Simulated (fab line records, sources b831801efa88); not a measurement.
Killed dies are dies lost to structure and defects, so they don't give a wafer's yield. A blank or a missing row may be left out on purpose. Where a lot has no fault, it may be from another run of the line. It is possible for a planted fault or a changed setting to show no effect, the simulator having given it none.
fab line records ; flow sky130
record lots=14; wafers=39; last-day=50
route steps=708 shown LI_CONTACT@376 LOCAL_INTERCONNECT@387
lots untouched by any fault: they come from a run of this same line in which no faults occurred
start-h: hours from the record's first day to the start of the lot's first wafer shown ; wait-h: hours from the lot's prior step to this one ; " same as the row above ; L1.1+2: one row covering several wafers at once ; - no value, or no start given ; * or withheld: withheld ; < > ~ a bound
route shown NAME@n: NAME is a module with steps in the file, n the number in the route of the first one ; usual: mean and standard deviation over wafers with no fault ; same: alike in all rows ; chamber/n: place in a boat ; sites: the reading at each site ; _std_site: their standard deviation ; _edge_site: mean of outer sites minus mean of inner sites ; radius-mm: for every site, how far away it sits from the centre of the wafer ; mask NAME#n: copy n ; behind: tool/chamber where the wafer was last shaped ; hold: cause of the lot's hold/its duration in hours/its outcome ; device: which transistor (n, p or np) failed to switch ; end of line: the route-end tests of the same wafers ; for a step that has no rows: nothing shown but its recipe ; killed: dies lost to structure and defects at the first sort, not the wafer's yield ; map: per-die view of a wafer (x killed, . not killed, _ where there is no die)
set.NAME: the run value of the setting; set.NAME@STEP: its run value at that earlier step ; model.NAME: the simulator's own value behind a step, which no gauge read
one table for each step of the route and one row for each wafer, over a sample of lots
services: a tool's chamber out of use, with start hour (start-h, from the record's first day; less than 0 if before it), hours out, and reason
## steps
# step SKY_LI_CONTACT_ETCH_14
# recipe chemistry=N2/H2; target=BARC; ion-energy-ev=200; source-w=500; bias-w=100; pressure-mtorr=30; n2-flow-sccm=100; h2-flow-sccm=200; stop-on=SiO2; time-s=45.9; target-depth-a=600
# usual drypump-motor-current-A=5.7/0.49; oes-product-au=0.855/0.0045; rf-fwd-power-W=495.2/2.1; throttle-valve-pct=13.224/0.0086
lot.wafer;tool;chamber;start-h;wait-h;drypump-motor-current-A;oes-product-au;rf-fwd-power-W;rf-hours-counter-h;throttle-valve-pct
L887.3;rie-diel-02;2;682.44;0.0;5.5;0.854;496.2;13;13.219
L887.5;rie-diel-02;2;682.44;0.0;5.5;0.851;492.7;-;13.221
L887.6;rie-diel-02;3;682.44;0.0;6.8;0.865;500.7;-;13.241
L888.1;rie-diel-03;0;691.94;0.0;6.3;0.853;500.5;17;13.220
L888.3;rie-diel-03;1;691.94;0.0;5.4;0.852;495.2;4;13.219
L888.6;rie-diel-03;1;691.94;0.0;5.4;0.859;497.5;-;13.226
L889.2;rie-diel-01;2;697.14;0.0;5.6;0.859;489.7;3;13.222
L889.4;rie-diel-01;3;697.14;0.0;6.0;0.856;496.7;4;13.227
L889.5;rie-diel-01;0;697.14;0.0;5.0;0.851;495.6;-;13.227
L890.1;rie-diel-01;0;718.69;0.0;5.0;0.854;491.4;10;13.208
L890.4;rie-diel-01;3;718.69;0.0;6.0;0.859;492.6;5;13.224
L890.6;rie-diel-01;3;718.69;0.0;6.0;0.859;496.4;-;13.219
L891.2;rie-diel-01;3;744.19;0.0;6.0;0.855;496.7;5;13.222
L891.4;rie-diel-01;1;744.19;0.0;5.6;0.853;494.2;2;13.225
L891.6;rie-diel-01;3;744.19;0.0;6.0;0.855;496.6;-;13.218
L893.1;rie-diel-03;0;751.99;0.0;6.3;0.860;494.5;18;13.220
L893.2;rie-diel-03;1;751.99;0.0;5.4;0.857;496.6;5;13.219
L893.3;rie-diel-03;3;751.99;0.0;5.2;0.856;493.3;34;13.222
L895.6;rie-diel-02;2;769.56;0.0;5.5;0.853;493.9;-;13.224
L900.2;rie-diel-02;2;787.38;0.0;5.5;0.854;492.0;16;13.217
L900.3;rie-diel-02;3;787.38;0.0;6.8;0.854;495.5;11;13.232
L900.6;rie-diel-02;3;787.38;0.0;6.8;0.851;495.3;-;13.240
L899.1;rie-diel-01;2;791.64;0.0;5.6;0.851;493.4;4;13.227
L899.4;rie-diel-01;1;791.64;0.0;5.6;0.861;495.4;3;13.223
L901.3;rie-diel-01;1;810.04;0.0;5.6;0.846;497.2;4;13.226
L901.5;rie-diel-01;2;810.04;0.0;5.6;0.860;490.8;-;13.215
L901.6;rie-diel-01;1;810.04;0.0;5.6;0.852;495.8;-;13.220
L904.1;rie-diel-02;2;821.23;0.0;5.5;0.856;496.6;17;13.225
L904.5;rie-diel-02;2;821.23;0.0;5.5;0.844;495.7;-;13.197
L904.6;rie-diel-02;1;821.23;0.0;5.6;0.853;494.4;-;13.224
L905.2;rie-diel-01;3;825.93;0.0;6.0;0.850;495.2;7;13.212
L905.4;rie-diel-01;1;825.93;0.0;5.6;0.852;496.8;-;13.222
L905.5;rie-diel-01;3;825.93;0.0;6.0;0.850;499.1;-;13.231
L906.1;rie-diel-02;1;827.44;0.0;5.5;0.859;492.1;8;13.207
L906.2;rie-diel-02;2;827.44;0.0;5.5;0.855;493.8;18;13.215
L906.6;rie-diel-02;1;827.44;0.0;5.5;0.850;494.3;-;13.226
L910.4;rie-diel-01;2;855.84;0.0;5.6;0.861;491.4;6;13.241
L910.5;rie-diel-01;0;855.84;0.0;5.0;0.857;493.6;-;13.231
L910.6;rie-diel-01;1;855.84;0.0;5.6;0.861;496.4;-;13.226
# step SKY_LI_CONTACT_SPUTTER_19
# recipe material=Ti; target-thk-nm=20; chamber-pressure-pa=5; power-w=2500; substrate-temp-c=200; time-s=106.37
# usual chamber-pressure-pa=5.000/0.0094; throttle-valve-pct=30.3/1.4
lot.wafer;tool;chamber;start-h;wait-h;chamber-pressure-pa;throttle-valve-pct
L887.3;pvd-sputter-04;-;682.88;0.0;5.001;31.4
L887.5;pvd-sputter-04;-;682.88;0.0;4.988;31.3
L887.6;pvd-sputter-04;-;682.88;0.0;4.996;28.8
L888.1;pvd-sputter-04;-;692.38;0.0;4.987;31.3
L888.3;pvd-sputter-04;-;692.38;0.0;5.015;33.0
L888.6;pvd-sputter-04;-;692.38;0.0;5.008;29.2
L889.2;pvd-sputter-02;-;697.56;0.0;5.010;28.9
L889.4;pvd-sputter-02;-;697.56;0.0;5.008;30.8
L889.5;pvd-sputter-02;-;697.56;0.0;5.003;32.1
L890.1;pvd-sputter-04;-;719.11;0.0;5.005;29.1
L890.4;pvd-sputter-04;-;719.11;0.0;5.012;33.0
L890.6;pvd-sputter-04;-;719.11;0.0;4.998;32.8
L891.2;pvd-sputter-01;-;744.79;0.0;5.004;28.1
L891.4;pvd-sputter-01;-;744.79;0.0;5.003;30.1
L891.6;pvd-sputter-01;-;744.79;0.0;5.011;29.9
L893.1;pvd-sputter-01;-;752.41;0.0;5.002;31.0
L893.2;pvd-sputter-01;-;752.41;0.0;4.997;30.0
L893.3;pvd-sputter-01;-;752.41;0.0;5.004;30.2
L895.6;pvd-sputter-04;-;770.05;0.0;4.996;29.0
L900.2;pvd-sputter-02;-;787.80;0.0;4.988;30.9
L900.3;pvd-sputter-02;-;787.80;0.0;4.990;29.0
L900.6;pvd-sputter-02;-;787.80;0.0;5.003;28.8
L899.1;pvd-sputter-04;-;792.06;0.0;4.998;29.0
L899.4;pvd-sputter-04;-;792.06;0.0;4.991;28.8
L901.3;pvd-sputter-02;-;810.46;0.0;4.999;30.6
L901.5;pvd-sputter-02;-;810.46;0.0;5.006;30.3
L901.6;pvd-sputter-02;-;810.46;0.0;5.019;32.1
L904.1;pvd-sputter-04;-;821.68;0.0;4.998;28.9
L904.5;pvd-sputter-04;-;821.68;0.0;4.984;28.9
L904.6;pvd-sputter-04;-;821.68;0.0;4.994;31.2
L905.2;pvd-sputter-02;-;826.35;0.0;5.011;28.7
L905.4;pvd-sputter-02;-;826.35;0.0;4.981;30.1
L905.5;pvd-sputter-02;-;826.35;0.0;5.002;31.0
L906.1;pvd-sputter-02;-;827.86;0.0;5.008;31.1
L906.2;pvd-sputter-02;-;827.86;0.0;4.998;30.2
L906.6;pvd-sputter-02;-;827.86;0.0;5.000;30.6
L910.4;pvd-sputter-01;-;856.28;0.0;4.999;31.0
L910.5;pvd-sputter-01;-;856.28;0.0;4.988;30.2
L910.6;pvd-sputter-01;-;856.28;0.0;4.989;28.2
# step SKY_LOCAL_INTERCONNECT_SPUTTER_00
# recipe material=TiN; target-thk-nm=100; temp-c=300; power-w=6500; time-s=83.3; chamber-pressure-pa=0.4
# usual chamber-pressure-pa=0.4000/0.00077; throttle-valve-pct=30.2/1.4
lot.wafer;tool;chamber;start-h;wait-h;chamber-pressure-pa;throttle-valve-pct
L887.3;pvd-sputter-04;-;683.79;0.2;0.3994;32.7
L887.5;pvd-sputter-04;-;683.79;0.2;0.4014;31.3
L887.6;pvd-sputter-04;-;683.79;0.2;0.4004;28.7
L888.1;pvd-sputter-02;-;693.12;0.2;0.3990;28.7
L888.3;pvd-sputter-02;-;693.12;0.2;0.3988;30.8
L888.6;pvd-sputter-02;-;693.12;0.2;0.4000;31.0
L889.2;pvd-sputter-04;-;698.30;0.2;0.4006;29.1
L889.4;pvd-sputter-04;-;698.30;0.2;0.3995;31.5
L889.5;pvd-sputter-04;-;698.30;0.2;0.3998;29.3
L890.1;pvd-sputter-02;-;719.85;0.1;0.4020;32.0
L890.4;pvd-sputter-02;-;719.85;0.1;0.3995;28.9
L890.6;pvd-sputter-02;-;719.85;0.1;0.4006;32.0
L891.2;pvd-sputter-04;-;745.66;0.2;0.3994;33.0
L891.4;pvd-sputter-04;-;745.66;0.2;0.3993;31.2
L891.6;pvd-sputter-04;-;745.66;0.2;0.3988;33.1
L893.1;pvd-sputter-02;-;753.40;0.1;0.3993;31.9
L893.2;pvd-sputter-02;-;753.40;0.1;0.3999;30.5
L893.3;pvd-sputter-02;-;753.40;0.1;0.3999;30.7
L895.6;pvd-sputter-04;-;770.85;0.0;0.4014;29.1
L900.2;pvd-sputter-03;-;788.54;0.2;0.4005;27.8
L900.3;pvd-sputter-03;-;788.54;0.2;0.3998;30.0
L900.6;pvd-sputter-03;-;788.54;0.2;0.3996;27.9
L899.1;pvd-sputter-02;-;792.81;0.1;0.4012;28.8
L899.4;pvd-sputter-02;-;792.81;0.1;0.3996;32.0
L901.3;pvd-sputter-03;-;811.21;0.2;0.3993;29.9
L901.5;pvd-sputter-03;-;811.21;0.2;0.4004;28.1
L901.6;pvd-sputter-03;-;811.21;0.2;0.4006;29.9
L904.1;pvd-sputter-03;-;822.42;0.2;0.4007;27.9
L904.5;pvd-sputter-03;-;822.42;0.2;0.4008;28.0
L904.6;pvd-sputter-03;-;822.42;0.2;0.3998;30.0
L905.2;pvd-sputter-04;-;827.09;0.1;0.4006;31.3
L905.4;pvd-sputter-04;-;827.09;0.1;0.3986;29.0
L905.5;pvd-sputter-04;-;827.09;0.1;0.4007;32.8
L906.1;pvd-sputter-03;-;828.60;0.2;0.4009;30.0
L906.2;pvd-sputter-03;-;828.60;0.2;0.3992;30.9
L906.6;pvd-sputter-03;-;828.60;0.2;0.3992;31.3
L910.4;pvd-sputter-03;-;857.15;0.1;0.3986;30.1
L910.5;pvd-sputter-03;-;857.15;0.1;0.4012;29.8
L910.6;pvd-sputter-03;-;857.15;0.1;0.4008;27.8
# step SKY_LOCAL_INTERCONNECT_METAL_ETCH_14
# recipe target-depth-nm=110; stop-on=PSG; chemistry=Cl2/BCl3; target=TiN; resist-sidewall-deg=88; pressure-mtorr=10; icp-w=900; bias-w=48.5; Cl2_flow_sccm=60; bcl3-flow-sccm=30; time-s=31.4
# usual drypump-motor-current-A=5.7/0.58; oes-product-au=0.942/0.007; rf-fwd-power-W=888/3.6; throttle-valve-pct=21.901/0.0092
lot.wafer;tool;chamber;start-h;wait-h;drypump-motor-current-A;oes-product-au;rf-fwd-power-W;rf-hours-counter-h;throttle-valve-pct
L887.3;rie-metal-04;1;712.31;0.0;6.3;0.942;885;-;21.888
L887.5;rie-metal-04;1;712.31;0.0;6.4;0.941;887;-;21.903
L887.6;rie-metal-04;0;712.31;0.0;5.5;0.942;884;-;21.897
L888.1;rie-metal-01;1;721.59;0.0;5.6;0.947;887;0;21.912
L888.3;rie-metal-01;0;721.59;0.0;6.5;0.938;894;-;21.901
L888.6;rie-metal-01;0;721.59;0.0;6.5;0.947;895;-;21.896
L889.2;rie-metal-01;0;726.30;0.0;6.5;0.951;886;11;21.901
L889.4;rie-metal-01;1;726.30;0.0;5.6;0.943;887;-;21.921
L889.5;rie-metal-01;0;726.30;0.0;6.5;0.936;885;-;21.901
L890.1;rie-metal-04;0;748.29;0.0;5.6;0.942;886;13;21.897
L890.4;rie-metal-04;1;748.29;0.0;6.4;0.940;883;-;21.886
L890.6;rie-metal-04;0;748.29;0.0;5.5;0.944;883;-;21.911
L891.2;rie-metal-01;1;773.65;0.0;5.5;0.958;886;2;21.910
L891.4;rie-metal-01;0;773.65;0.0;6.5;0.950;893;-;21.879
L891.6;rie-metal-01;1;773.65;0.0;5.5;0.947;882;-;21.897
L893.1;rie-metal-01;1;781.05;0.0;5.5;0.945;887;2;21.896
L893.2;rie-metal-01;0;781.05;0.0;6.5;0.942;890;13;21.901
L893.3;rie-metal-01;0;781.05;0.0;6.5;0.950;889;-;21.909
L895.6;rie-metal-01;0;797.17;0.0;6.5;0.940;888;-;21.901
L900.2;rie-metal-04;0;815.39;0.0;5.5;0.929;884;0;21.913
L900.3;rie-metal-04;0;815.39;0.0;5.5;0.937;883;-;21.908
L900.6;rie-metal-04;1;815.39;0.0;6.3;0.937;885;-;21.901
L899.1;rie-metal-01;0;820.09;0.0;6.5;0.946;889;14;21.885
L899.4;rie-metal-01;0;820.09;0.0;6.5;0.951;886;-;21.914
L901.3;rie-metal-02;1;838.61;0.0;5.3;0.946;887;-;21.909
L901.5;rie-metal-02;0;838.61;0.0;4.7;0.927;892;-;21.907
L901.6;rie-metal-02;1;838.61;0.0;5.3;0.945;884;-;21.892
L904.1;rie-metal-04;1;850.24;0.0;6.4;0.932;886;10;21.917
L904.5;rie-metal-04;0;850.24;0.0;5.5;0.929;877;-;21.916
L904.6;rie-metal-04;1;850.24;0.0;6.3;0.940;887;-;21.907
L905.2;rie-metal-04;0;854.26;0.0;5.5;0.939;886;2;21.905
L905.4;rie-metal-04;0;854.26;0.0;5.5;0.943;884;-;21.903
L905.5;rie-metal-04;1;854.26;0.0;6.3;0.937;885;-;21.899
L906.1;rie-metal-02;1;855.31;0.0;5.3;0.935;889;16;21.903
L906.2;rie-metal-02;0;855.31;0.0;4.7;0.944;885;14;21.906
L906.6;rie-metal-02;1;855.31;0.0;5.3;0.936;892;-;21.891
L910.4;rie-metal-02;0;882.61;0.0;4.7;0.939;891;-;21.893
L910.5;rie-metal-02;0;882.61;0.0;4.7;0.944;888;-;21.899
L910.6;rie-metal-02;1;882.61;0.0;5.3;0.943;889;-;21.890
# step SKY_LOCAL_INTERCONNECT_STRIP_15
# recipe chemistry=O2/N2; power-w=1400; pressure-mtorr=1500; platen-temp-c=withheld; o2-flow-sccm=3000; n2-flow-sccm=300; overash-fraction=0.5
# usual drypump-motor-current-A=5.94/0.28; oes-product-au=0.427/0.0046; strip-time-to-endpoint-s=4.723/0.019
# same overash-fraction=0.5
lot.wafer;tool;chamber;start-h;wait-h;drypump-motor-current-A;oes-product-au;rf-hours-counter-h;strip-time-to-endpoint-s
L887.3;plasma-asher-02;1;712.37;0.1;5.75;0.427;-;4.703
L887.5;plasma-asher-02;1;712.37;0.1;5.74;0.422;-;4.720
L887.6;plasma-asher-02;0;712.37;0.1;5.89;0.427;-;4.723
L888.1;plasma-asher-03;1;721.65;0.0;5.84;0.422;29;4.725
L888.3;plasma-asher-03;0;721.65;0.0;5.41;0.430;-;4.742
L888.6;plasma-asher-03;1;721.65;0.0;5.85;0.418;-;4.703
L889.2;plasma-asher-01;0;726.35;0.0;6.31;0.430;88;4.700
L889.4;plasma-asher-01;0;726.35;0.0;6.32;0.439;-;4.686
L889.5;plasma-asher-01;0;726.35;0.0;6.32;0.432;-;4.701
L890.1;plasma-asher-01;0;748.35;0.0;6.33;0.426;90;4.709
L890.4;plasma-asher-01;1;748.35;0.0;5.80;0.419;-;4.722
L890.6;plasma-asher-01;0;748.35;0.0;6.34;0.430;-;4.721
L891.2;plasma-asher-01;1;773.70;0.0;5.79;0.426;92;4.698
L891.4;plasma-asher-01;1;773.70;0.0;5.80;0.431;-;4.721
L891.6;plasma-asher-01;1;773.70;0.0;5.78;0.428;-;4.713
L893.1;plasma-asher-01;1;781.10;0.0;5.80;0.415;93;4.723
L893.2;plasma-asher-01;0;781.10;0.0;6.30;0.427;93;4.716
L893.3;plasma-asher-01;1;781.10;0.0;5.80;0.425;-;4.720
L895.6;plasma-asher-01;0;797.26;0.1;6.31;0.422;-;4.564
L900.2;plasma-asher-02;1;815.44;0.0;5.75;0.423;7;4.726
L900.3;plasma-asher-02;1;815.44;0.0;5.73;0.433;-;4.740
L900.6;plasma-asher-02;0;815.44;0.0;5.91;0.423;-;4.761
L899.1;plasma-asher-02;0;820.15;0.0;5.92;0.417;7;4.570
L899.4;plasma-asher-02;0;820.15;0.0;5.91;0.415;-;4.560
L901.3;plasma-asher-03;0;838.67;0.1;5.43;0.424;-;4.706
L901.5;plasma-asher-03;1;838.67;0.1;5.83;0.428;-;4.723
L901.6;plasma-asher-03;0;838.67;0.1;5.42;0.424;-;4.723
L904.1;plasma-asher-01;0;850.29;0.0;6.32;0.426;101;4.717
L904.5;plasma-asher-01;1;850.29;0.0;5.79;0.427;-;4.708
L904.6;plasma-asher-01;0;850.29;0.0;6.35;0.424;-;4.752
L905.2;plasma-asher-01;1;854.32;0.0;5.79;0.436;102;4.720
L905.4;plasma-asher-01;0;854.32;0.0;6.33;0.424;-;4.733
L905.5;plasma-asher-01;0;854.32;0.0;6.33;0.424;-;4.745
L906.1;plasma-asher-01;1;855.36;0.0;5.81;0.428;102;4.720
L906.2;plasma-asher-01;0;855.36;0.0;6.34;0.428;102;4.735
L906.6;plasma-asher-01;0;855.36;0.0;6.31;0.428;-;4.707
L910.4;plasma-asher-02;0;882.68;0.1;5.88;0.428;-;4.737
L910.5;plasma-asher-02;1;882.68;0.1;5.72;0.422;-;4.753
L910.6;plasma-asher-02;0;882.68;0.1;5.89;0.429;-;4.712
## services
tool;chamber;start-h;hours;kind
rie-diel-03;2;679.96;5.7;repair
rie-diel-01;1;692.43;2.7;repair
plasma-asher-03;-;692.89;1.5;repair
rie-metal-04;-;696.51;0.4;repair
rie-metal-01;0;697.89;11.3;repair
pvd-sputter-01;-;733.14;7.9;repair
rie-diel-03;1;733.46;12.6;repair
plasma-asher-02;-;733.75;9.0;pm
rie-metal-04;-;738.73;0.2;repair
pvd-sputter-01;-;768.24;0.6;repair
rie-diel-01;3;786.16;5.0;repair
rie-metal-01;0;791.47;2.3;repair
rie-diel-03;0;796.75;4.4;repair
pvd-sputter-02;-;797.67;4.1;repair
rie-metal-02;1;800.89;12.3;repair
rie-diel-01;0;805.04;28.1;repair
rie-metal-04;-;812.01;2.8;pm
rie-diel-02;0;816.98;3.0;repair
pvd-sputter-02;-;817.51;1.0;repair
pvd-sputter-01;-;819.52;3.0;repair
plasma-asher-02;-;834.47;28.1;pm
rie-diel-01;-;858.90;0.3;repair
rie-diel-01;2;869.51;2.4;repair
rie-metal-04;1;877.20;5.1;repair
## key
first-sign step=SKY_LOCAL_INTERCONNECT_STRIP_15; reading=strip-time-to-endpoint-s; direction=down; sigmas=8.5; usual=*; struck=*
effect none on later readings
met-at SKY_LOCAL_INTERCONNECT_METAL_ETCH_14
struck-lots L895,L899
struck-wafers L895.6,L899.1,L899.4
rows-end L895.6,L899.4
sort-left-out L899.1
tester-left-out L899
not-acting-at SKY_LI_CONTACT_ETCH_14,SKY_LI_CONTACT_SPUTTER_19,SKY_LOCAL_INTERCONNECT_SPUTTER_00
onset-between 781.05 797.17
fault kind=process-parameter-drift; tool=rie-metal-01; chamber=0; onset-h=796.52; steps=SKY_LOCAL_INTERCONNECT_METAL_ETCH_14; channel=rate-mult; offset=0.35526; shape=step; end-h=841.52
# tester-left-out: of these lots the tester's yield and bins aren't shown, on N5 and GAA mostly nor the transistor test; their killed dies are dies lost to structure and defects alone, not to doping, threshold or leakage, so they don't give the yield
# sort-left-out: the simulated sort isn't trusted on such a fault, so these wafers' sort isn't shown, and their yield isn't known
# rows-end: these wafers met a further fault down the route, and their rows from its step on are left out
